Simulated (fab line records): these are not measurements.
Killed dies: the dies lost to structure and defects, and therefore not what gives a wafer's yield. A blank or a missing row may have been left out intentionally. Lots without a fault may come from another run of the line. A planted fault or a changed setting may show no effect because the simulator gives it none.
Which tool was responsible? | flow sky130 | Sampling: 11 lots, 33 wafers, 4 of 708 route steps

## WHAT THE GAUGES SHOWED, per wafer
SKY_LDD_P_TW_MEAS_11. Usual: LDD_P_TW typically reads 643, with standard deviation 5.5.
lot  | measured     | on            | LDD_P_TW    | flag
L883 | day 19 20:53 | film-metro-04 | 644 644 643 |
L885 | day 21 00:50 | film-metro-04 | 645 644 648 |
L886 | day 21 06:35 | film-metro-04 | 643 646 646 |
L887 | day 21 22:15 | film-metro-01 | 646 644 643 |
L888 | day 22 01:40 | film-metro-02 | 636 633 635 |
L889 | day 22 14:27 | film-metro-01 | 645 644 646 |
L891 | day 23 02:33 | film-metro-04 | 650 649 648 |
L890 | day 23 03:32 | film-metro-04 | 651 648 652 |
L892 | day 23 10:39 | film-metro-04 | 652 650 650 |
L899 | day 25 21:29 | film-metro-02 | 634 634 634 |
L900 | day 26 07:14 | film-metro-01 | 642 643 645 |

SKY_LDD_LDN_TW_MEAS_13. Usual: LDD_LDN_TW typically reads 1485, with standard deviation 12.
lot  | measured     | on            | LDD_LDN_TW     | flag
L883 | day 23 14:19 | film-metro-01 | 1490 1492 1492 |
L885 | day 24 17:12 | film-metro-03 | 1488 1487 1485 |
L886 | day 25 00:43 | film-metro-03 | 1481 1479 1484 |
L887 | day 25 15:36 | film-metro-01 | 1494 1490 1490 |
L888 | day 25 18:37 | film-metro-01 | 1499 1494 1499 |
L889 | day 26 07:52 | film-metro-02 | 1480 1479 1479 |
L891 | day 26 19:59 | film-metro-01 | 1496 1493 1497 |
L890 | day 26 20:07 | film-metro-02 | 1478 1479 1484 |
L892 | day 27 02:16 | film-metro-03 | 1483 1470 1482 |
L899 | day 29 11:44 | film-metro-01 | 1494 1510 1507 |
L900 | day 29 21:21 | film-metro-01 | 1500 1499 1495 |

SKY_SPACER_THK_MEAS_01. Usual: SPACER_CVD_00_THK typically reads 43.1 nm, with standard deviation 0.5.
lot  | measured     | on            | SPACER_CVD_00_THK (nm) | flag
L883 | day 24 05:00 | film-metro-04 | 42.4 42.5 42.4         |
L885 | day 24 18:51 | film-metro-02 | 41.9 42.4 42.2         |
L886 | day 25 02:28 | film-metro-04 | 43.0 43.1 43.1         |
L887 | day 25 16:55 | film-metro-04 | 43.1 42.8 43.3         |
L888 | day 25 19:55 | film-metro-04 | 42.9 43.1 42.8         |
L889 | day 26 10:35 | film-metro-01 | 42.9 43.0 43.0         |
L891 | day 26 21:52 | film-metro-04 | 43.1 42.9 43.0         |
L890 | day 26 21:53 | film-metro-02 | 43.6 43.4 43.5         |
L892 | day 27 03:35 | film-metro-04 | 42.9 43.0 42.9         |
L899 | day 29 13:03 | film-metro-04 | 50.9 47.5 44.4         | OFF
L900 | day 29 22:40 | film-metro-04 | 53.4 47.4 44.6         | OFF

## WHAT TOOL EACH LOT RAN ON (gives the tool, then ch and the chambers of the sampled wafers, and finally the start)
lot  | SKY_SPACER_CVD_00
L883 | lpcvd-02 ch 0, day 24 03:47
L885 | lpcvd-02 ch 0, day 24 17:37
L886 | lpcvd-02 ch 1, day 25 01:15
L887 | lpcvd-02 ch 0, day 25 15:41
L888 | lpcvd-02 ch 1, day 25 18:41
L889 | lpcvd-02 ch 1, day 26 09:23
L891 | lpcvd-02 ch 1, day 26 20:40
L890 | lpcvd-02 ch 1, day 26 20:40
L892 | lpcvd-02 ch 1, day 27 02:22
L899 | lpcvd-02 ch 1, day 29 11:50
L900 | lpcvd-02 ch 1, day 29 21:28
- SKY_SPACER_CVD_00: deposits Si3N4 from DCS/NH3, target thk 43.1 nm, time 740 s.

## AS READ BY THE TOOLS THEMSELVES (means over the sampled wafers that have a number; for cases with no such wafer, the mark the record gives instead)
SKY_SPACER_CVD_00. Usual: spike-tc-centre-C 771.3 C, standard deviation 1.4; spike-tc-lower-C 770.5 C, standard deviation 0.96; zone-power-bottom-pct 20.6 %, standard deviation 0.73; zone-power-centre-pct 13.4 %, standard deviation 0.33; zone-power-lower-pct 11.77 %, standard deviation 0.15.
lot  | tool     | spike-tc-centre-C (C) | spike-tc-lower-C (C) | zone-power-bottom-pct (%) | zone-power-centre-pct (%) | zone-power-lower-pct (%) | flag
L883 | lpcvd-02 | 769.4                 | 770.4                | 21.7                      | 12.8                      | 11.85                    |
L885 | lpcvd-02 | 770.2                 | 771.2                | 22.1                      | 12.8                      | 11.90                    |
L886 | lpcvd-02 | 771.7                 | 769.8                | 20.3                      | 13.6                      | 11.77                    |
L887 | lpcvd-02 | 769.5                 | 771.5                | 21.8                      | 12.8                      | 11.93                    |
L888 | lpcvd-02 | 771.9                 | 770.5                | 20.3                      | 13.6                      | 11.91                    |
L889 | lpcvd-02 | 772.6                 | 770.8                | 20.4                      | 13.5                      | 11.71                    |
L891 | lpcvd-02 | 771.9                 | 770.7                | 20.2                      | 13.6                      | 11.82                    |
L890 | lpcvd-02 | 771.9                 | 771.2                | 20.2                      | 13.5                      | 11.76                    |
L892 | lpcvd-02 | 771.9                 | 770.3                | 20.2                      | 13.6                      | 11.71                    |
L899 | lpcvd-02 | 767.0                 | 808.4                | 16.1                      | 8.5                       | 21.53                    | OFF
L900 | lpcvd-02 | 766.6                 | 809.4                | 16.0                      | 8.5                       | 21.67                    | OFF

## THE ANSWER, worked out from the rows above alone
Rule: a lot counts as off when the mean over its wafers that have a number is more than 3 standard deviations away from the usual mean. Also off: a lot with no number at a reading for which 4 or more lots have one. Any other lot the step has rows for is counted as sound. After the gauges, taken in route order, come the tools' own readings; for these a lot's mean is taken, as printed above. At the first step where some lot is off, the reading lying furthest off is the one used; lots without a number count as furthest.
Off: L899, L900, at SKY_SPACER_THK_MEAS_01 (SPACER_CVD_00_THK).
A tool fits if, at a process step before that reading, it ran every lot that is off, and no sound lot after the first of them. Not tried: the gauges at SKY_SPACER_THK_MEAS_01; whatever is off there is also off at SKY_SPACER_CVD_00, on other tools, and gauge error can't account for it. One fits: SKY_SPACER_CVD_00 on lpcvd-02. Its last sound lot is L892 (day 27 02:22), its first lot that is off L899 (day 29 11:50): a fault that began between those two fits.
The tool's own readings at SKY_SPACER_CVD_00 bear it out: on the lots that are off they differ by more than 5 times the standard deviation of the sound lots' means. spike-tc-lower-C reads 808.9 C there against 770.7 C on the sound lots; zone-power-bottom-pct reads 16.1 % there against 20.8 % on the sound lots; zone-power-centre-pct reads 8.5 % there against 13.3 % on the sound lots; zone-power-lower-pct reads 21.60 % there against 11.82 % on the sound lots.

## WHAT THE SIMULATOR PUT IN
lpcvd-02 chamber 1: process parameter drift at SKY_SPACER_CVD_00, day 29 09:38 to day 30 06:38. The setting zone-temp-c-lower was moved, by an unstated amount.
Struck lots among those shown: L899, L900. The rule given above showed the same thing.
